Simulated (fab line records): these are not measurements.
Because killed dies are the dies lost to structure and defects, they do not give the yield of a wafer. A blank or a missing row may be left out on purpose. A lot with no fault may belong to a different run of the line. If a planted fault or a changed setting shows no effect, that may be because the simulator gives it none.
Which tool is to blame?    flow sky130    24 lots, 72 wafers sampled, at 6 steps of a route of 708

## WHAT THE GAUGES SHOWED, per wafer
SKY_NWELL_OVL_MEAS_23. Usual: NWELL_01_OVL gives 0.3 nm (standard deviation 1.5).
lot   measured      on          NWELL_01_OVL (nm)  flag
L074  day 5 09:58   overlay-02  0.0 -1.2 -0.8      
L075  day 5 12:53   overlay-02  -2.3 0.5 -1.9      
L076  day 5 21:27   overlay-01  0.6 4.0 0.2        
L077  day 6 05:42   overlay-01  1.7 0.7 1.8        
L078  day 6 09:40   overlay-02  -0.2 -0.8 -1.4     
L079  day 6 15:13   overlay-02  -0.2 0.7 -0.5      
L080  day 6 21:41   overlay-01  -0.5 -1.0 0.8      
L081  day 7 06:38   overlay-01  1.2 -0.1 1.2       
L082  day 7 10:58   overlay-02  0.2 1.1 -0.2       
L083  day 7 13:30   overlay-01  1.2 2.1 2.0        
L084  day 7 19:17   overlay-02  1.2 2.3 1.1        
L085  day 8 06:39   overlay-02  0.3 0.2 -1.3       
L086  day 8 12:53   overlay-01  -0.3 -0.2 0.8      
L087  day 8 16:27   overlay-01  -0.8 -0.3 0.3      
L088  day 8 21:39   overlay-01  1.5 0.2 -0.1       
L089  day 9 02:49   overlay-01  2.2 0.9 2.2        
L090  day 9 07:51   overlay-01  -0.1 2.2 -1.5      
L091  day 9 15:25   overlay-01  -1.9 -2.5 -3.9     
L092  day 9 23:44   overlay-01  0.4 0.5 1.7        
L093  day 10 06:11  overlay-02  -0.3 -0.1 0.6      
L094  day 10 12:40  overlay-01  -0.5 1.1 -0.3      
L095  day 10 17:04  overlay-02  -1.1 -1.2 -2.5     
L096  day 10 23:08  overlay-01  1.3 -1.0 -0.5      
L097  day 11 01:06  overlay-01  -0.7 -0.3 0.8      

SKY_LDD_P_TW_MEAS_11. Usual: LDD_P_TW gives 639 (standard deviation 4.2).
lot   measured      on             LDD_P_TW     flag
L074  day 19 01:27  film_metro-04  639 638 638  
L075  day 19 07:44  film_metro-04  636 638 637  
L076  day 19 17:32  film_metro-04  640 643 640  
L077  day 20 13:58  film_metro-02  642 641 637  
L078  day 21 00:14  film_metro-01  637 638 636  
L079  day 21 08:07  film_metro-02  637 633 635  
L080  day 21 20:29  film_metro-04  648 645 642  
L081  day 22 05:41  film_metro-04  634 632 634  
L082  day 22 17:07  film_metro-04  632 630 631  
L083  day 22 21:34  film_metro-04  632 629 631  
L084  day 23 02:17  film_metro-01  644 642 645  
L085  day 23 16:44  film_metro-02  636 637 639  
L086  day 24 04:31  film_metro-04  640 639 640  
L087  day 24 06:56  film_metro-02  636 634 635  
L088  day 24 18:46  film_metro-01  646 643 643  
L089  day 24 17:58  film_metro-01  645 643 642  
L090  day 25 01:37  film_metro-04  644 644 644  
L091  day 25 20:25  film_metro-04  640 642 644  
L092  day 26 04:55  film_metro-04  638 640 637  
L093  day 26 05:19  film_metro-02  635 632 634  
L094  day 26 15:41  film_metro-02  632 635 636  
L095  day 26 21:21  film_metro-01  640 646 642  
L096  day 27 07:39  film_metro-01  640 641 642  
L097  day 27 13:22  film_metro-01  642 640 641  

SKY_CONTACT_THK_MEAS_03. Usual: CONTACT_HDPCVD_THK gives 564 nm (standard deviation 4.7).
lot   measured      on             CONTACT_HDPCVD_THK (nm)  flag
L074  day 30 17:23  film_metro-04  560 557 555              
L075  day 30 21:58  film_metro-04  566 565 553              
L076  day 31 10:35  film_metro-04  558 565 559              
L077  day 32 03:00  film_metro-04  563 563 560              
L078  day 32 12:55  film_metro-03  563 566 564              
L079  day 32 17:31  film_metro-03  571 573 569              
L080  day 33 09:29  film_metro-04  561 563 560              
L081  day 33 17:06  film_metro-03  566 566 567              
L082  day 34 00:58  film_metro-04  563 561 564              
L083  day 34 05:20  film_metro-03  558 562 565              
L084  day 34 05:49  film_metro-04  573 564 562              
L085  day 34 20:20  film_metro-04  563 570 566              
L086  day 35 04:57  film_metro-03  563 553 558              
L087  day 35 09:02  film_metro-04  560 569 561              
L088  day 35 17:43  film_metro-01  563 564 556              
L089  day 35 16:11  film_metro-01  564 562 561              
L090  day 35 23:35  film_metro-01  568 561 570              
L091  day 36 15:07  film_metro-01  572 567 565              
L092  day 36 21:48  film_metro-04  571 561 569              
L093  day 37 00:31  film_metro-03  563 557 561              
L094  day 37 08:02  film_metro-01  564 566 560              
L095  day 37 14:27  film_metro-03  569 574 567              
L096  day 37 23:47  film_metro-03  573 566 573              
L097  day 38 04:05  film_metro-04  567 561 565              

## WHAT TOOL EACH LOT RAN ON (gives the tool, then ch and the chambers of the sampled wafers, and finally the start)
lot   SKY_FIELD_ISO_ETCH_14              SKY_VT_ADJUST_PCH_STRIP_09            SKY_LI_CONTACT_ETCH_14
L074  rie_diel-03 ch 1,2,3, day 2 05:46  plasma_asher-03 ch 0,1, day 10 14:28  rie_diel-01 ch 1,2,3, day 29 10:35
L075  rie_diel-03 ch 0,3, day 2 09:39    plasma_asher-01 ch 0,1, day 10 18:43  rie_diel-04 ch 1,2,3, day 29 14:52
L076  rie_diel-04 ch 1,3, day 2 13:55    plasma_asher-01 ch 0,1, day 11 05:31  rie_diel-01 ch 1,3, day 30 03:07
L077  rie_diel-03 ch 0,1, day 2 21:45    plasma_asher-02 ch 0, day 11 16:03    rie_diel-01 ch 2,3, day 30 20:01
L078  rie_diel-01 ch 0,2,3, day 3 02:31  plasma_asher-01 ch 0,1, day 11 21:19  rie_diel-02 ch 1,2, day 31 06:02
L079  rie_diel-03 ch 0,1,3, day 3 08:31  plasma_asher-03 ch 0,1, day 12 02:21  rie_diel-04 ch 0,1,2, day 31 12:04
L080  rie_diel-04 ch 0,1,3, day 3 12:27  plasma_asher-01 ch 0,1, day 12 11:42  rie_diel-02 ch 1,2,3, day 32 00:47
L081  rie_diel-04 ch 0,1,3, day 3 21:49  plasma_asher-02 ch 0,1, day 12 23:03  rie_diel-01 ch 0,1,3, day 32 10:55
L082  rie_diel-01 ch 1,3, day 4 00:42    plasma_asher-01 ch 0,1, day 13 04:27  rie_diel-01 ch 1,2, day 32 18:19
L083  rie_diel-03 ch 0,2,3, day 4 03:24  plasma_asher-01 ch 0,1, day 13 07:27  rie_diel-02 ch 0,1,2, day 33 00:16
L084  rie_diel-01 ch 0,1,3, day 4 08:11  plasma_asher-02 ch 0,1, day 13 15:59  rie_diel-01 ch 0,1,3, day 33 01:14
L085  rie_diel-04 ch 1,2,3, day 4 17:04  plasma_asher-02 ch 0,1, day 14 06:05  rie_diel-02 ch 2,3, day 33 15:29
L086  rie_diel-01 ch 0,1,3, day 4 21:09  plasma_asher-01 ch 0,1, day 14 13:29  rie_diel-01 ch 0,2, day 34 00:10
L087  rie_diel-01 ch 0,2,3, day 5 01:51  plasma_asher-03 ch 0,1, day 14 17:26  rie_diel-02 ch 0,1,2, day 34 03:41
L088  rie_diel-01 ch 0,2,3, day 5 05:34  plasma_asher-02 ch 0,1, day 14 23:08  rie_diel-01 ch 0,1,2, day 34 13:04
L089  rie_diel-01 ch 1,2,3, day 5 10:43  plasma_asher-02 ch 0,1, day 15 04:29  rie_diel-02 ch 0,1,3, day 34 12:10
L090  rie_diel-03 ch 0,2,3, day 5 15:44  plasma_asher-03 ch 0,1, day 15 12:17  rie_diel-01 ch 0,1,3, day 34 18:38
L091  rie_diel-01 ch 0,1, day 5 20:51    plasma_asher-01 ch 0,1, day 15 22:39  rie_diel-02 ch 1,2,3, day 35 09:44
L092  rie_diel-01 ch 0,3, day 6 03:16    plasma_asher-01 ch 0,1, day 16 08:14  rie_diel-01 ch 0,1,3, day 35 18:01
L093  rie_diel-01 ch 0,1,3, day 6 10:31  plasma_asher-02 ch 0,1, day 16 14:39  rie_diel-01 ch 1,3, day 35 19:52
L094  rie_diel-04 ch 0,1,2, day 6 15:07  plasma_asher-03 ch 0,1, day 16 23:38  rie_diel-01 ch 0,1,3, day 36 03:41
L095  rie_diel-03 ch 0,2,3, day 6 19:51  plasma_asher-03 ch 0,1, day 17 06:40  rie_diel-01 ch 0,2,3, day 36 10:08
L096  rie_diel-03 ch 1,2,3, day 7 00:35  plasma_asher-03 ch 0,1, day 17 14:01  rie_diel-04 ch 1,2, day 36 19:13
L097  rie_diel-04 ch 0,1, day 7 03:49    plasma_asher-01 ch 0,1, day 17 17:25  rie_diel-01 ch 1,2, day 36 23:59
- SKY_FIELD_ISO_ETCH_14: etches BARC in N2/H2, stops on SiO2, time 45.9 s, target depth 60 nm.
- SKY_VT_ADJUST_PCH_STRIP_09: strips in O2/N2.
- SKY_LI_CONTACT_ETCH_14: etches BARC in N2/H2, stops on SiO2, time 45.9 s, target depth 60 nm.

## WHAT THE TOOLS THEMSELVES READ (means of the sampled wafers that have a number; where no wafer has one, the mark that the record gives instead)
SKY_FIELD_ISO_ETCH_14. Usual: drypump_motor_current_A 5.7 A, standard deviation 0.62; oes_product_au 0.855 a.u., standard deviation 0.0049; throttle_valve_pct 13.224 %, standard deviation 0.0092.
lot   tool         drypump_motor_current_A (A)  oes_product_au (a.u.)  throttle_valve_pct (%)  flag
L074  rie_diel-03  5.3                          0.857                  13.224                  
L075  rie_diel-03  5.7                          0.855                  13.222                  
L076  rie_diel-04  4.9                          0.854                  13.234                  
L077  rie_diel-03  6.0                          0.858                  13.224                  
L078  rie_diel-01  6.4                          0.857                  13.217                  
L079  rie_diel-03  5.8                          0.857                  13.224                  
L080  rie_diel-04  5.1                          0.850                  13.228                  
L081  rie_diel-04  5.0                          0.857                  13.220                  
L082  rie_diel-01  5.9                          0.853                  13.229                  
L083  rie_diel-03  5.3                          0.854                  13.222                  
L084  rie_diel-01  6.2                          0.859                  13.230                  
L085  rie_diel-04  5.3                          0.860                  13.226                  
L086  rie_diel-01  6.2                          0.852                  13.221                  
L087  rie_diel-01  6.4                          0.854                  13.224                  
L088  rie_diel-01  6.5                          0.856                  13.232                  
L089  rie_diel-01  6.1                          0.858                  13.229                  
L090  rie_diel-03  5.3                          0.855                  13.221                  
L091  rie_diel-01  5.9                          0.860                  13.222                  
L092  rie_diel-01  6.5                          0.857                  13.222                  
L093  rie_diel-01  6.2                          0.856                  13.223                  
L094  rie_diel-04  5.3                          0.849                  13.231                  
L095  rie_diel-03  5.3                          0.854                  13.229                  
L096  rie_diel-03  5.3                          0.852                  13.221                  
L097  rie_diel-04  5.1                          0.856                  13.228                  

SKY_VT_ADJUST_PCH_STRIP_09. Usual: drypump_motor_current_A 5.6 A, standard deviation 0.38; oes_product_au 0.723 a.u., standard deviation 0.0044; strip_time_to_endpoint_s 36.91 s, standard deviation 0.098.
lot   tool             drypump_motor_current_A (A)  oes_product_au (a.u.)  strip_time_to_endpoint_s (s)  flag
L074  plasma_asher-03  5.7                          0.723                  36.93                         
L075  plasma_asher-01  5.4                          0.721                  37.03                         
L076  plasma_asher-01  5.4                          0.727                  36.99                         
L077  plasma_asher-02  5.3                          0.722                  37.00                         
L078  plasma_asher-01  5.7                          0.718                  36.92                         
L079  plasma_asher-03  5.7                          0.724                  36.86                         
L080  plasma_asher-01  5.3                          0.719                  36.98                         
L081  plasma_asher-02  5.4                          0.720                  36.94                         
L082  plasma_asher-01  5.7                          0.720                  36.98                         
L083  plasma_asher-01  5.7                          0.723                  36.81                         
L084  plasma_asher-02  5.6                          0.721                  37.01                         
L085  plasma_asher-02  5.6                          0.721                  36.90                         
L086  plasma_asher-01  5.7                          0.723                  36.78                         
L087  plasma_asher-03  5.7                          0.726                  36.83                         
L088  plasma_asher-02  5.6                          0.721                  36.87                         
L089  plasma_asher-02  5.4                          0.724                  37.04                         
L090  plasma_asher-03  5.7                          0.722                  36.76                         
L091  plasma_asher-01  5.3                          0.725                  36.77                         
L092  plasma_asher-01  5.7                          0.725                  36.94                         
L093  plasma_asher-02  5.4                          0.723                  36.89                         
L094  plasma_asher-03  5.7                          0.720                  36.87                         
L095  plasma_asher-03  5.7                          0.721                  36.90                         
L096  plasma_asher-03  5.7                          0.725                  36.73                         
L097  plasma_asher-01  5.3                          0.717                  36.86                         

SKY_LI_CONTACT_ETCH_14. Usual: drypump_motor_current_A 5.9 A, standard deviation 0.48; oes_product_au 0.855 a.u., standard deviation 0.0047; throttle_valve_pct 13.225 %, standard deviation 0.0094.
lot   tool         drypump_motor_current_A (A)  oes_product_au (a.u.)  throttle_valve_pct (%)  flag
L074  rie_diel-01  6.1                          0.849                  13.216                  
L075  rie_diel-04  5.3                          0.855                  13.227                  
L076  rie_diel-01  6.2                          0.856                  13.220                  
L077  rie_diel-01  6.3                          0.853                  13.224                  
L078  rie_diel-02  5.5                          0.856                  13.223                  
L079  rie_diel-04  5.3                          0.855                  13.228                  
L080  rie_diel-02  5.6                          0.850                  13.228                  
L081  rie_diel-01  6.2                          0.857                  13.223                  
L082  rie_diel-01  6.0                          0.856                  13.222                  
L083  rie_diel-02  5.6                          0.857                  13.237                  
L084  rie_diel-01  6.2                          0.854                  13.217                  
L085  rie_diel-02  5.6                          0.853                  13.225                  
L086  rie_diel-01  6.4                          0.857                  13.225                  
L087  rie_diel-02  5.6                          0.857                  13.231                  
L088  rie_diel-01  6.1                          0.861                  13.226                  
L089  rie_diel-02  5.7                          0.850                  13.230                  
L090  rie_diel-01  6.2                          0.860                  13.223                  
L091  rie_diel-02  5.6                          0.853                  13.216                  
L092  rie_diel-01  6.2                          0.857                  13.231                  
L093  rie_diel-01  5.9                          0.855                  13.236                  
L094  rie_diel-01  6.2                          0.855                  13.223                  
L095  rie_diel-01  6.4                          0.858                  13.227                  
L096  rie_diel-04  5.2                          0.851                  13.231                  
L097  rie_diel-01  6.0                          0.856                  13.212                  

## THE ANSWER, worked out from the rows above alone
Rule: a lot counts as off when the mean over its wafers that have a number is more than 3 standard deviations away from the usual mean. Also off: a lot with no number at a reading for which 4 or more lots have one. Any other lot the step has rows for is counted as sound. The gauges are gone through in route order, then the tools' own readings, and for those a lot's mean is taken as printed above. The first step at which some lot is off is used, and at that step the reading that is off furthest; a lot without a number counts as furthest.
Across all readings shown, no lot is off: no conclusion can be drawn from this.

## WHAT THE SIMULATOR HAD PUT IN
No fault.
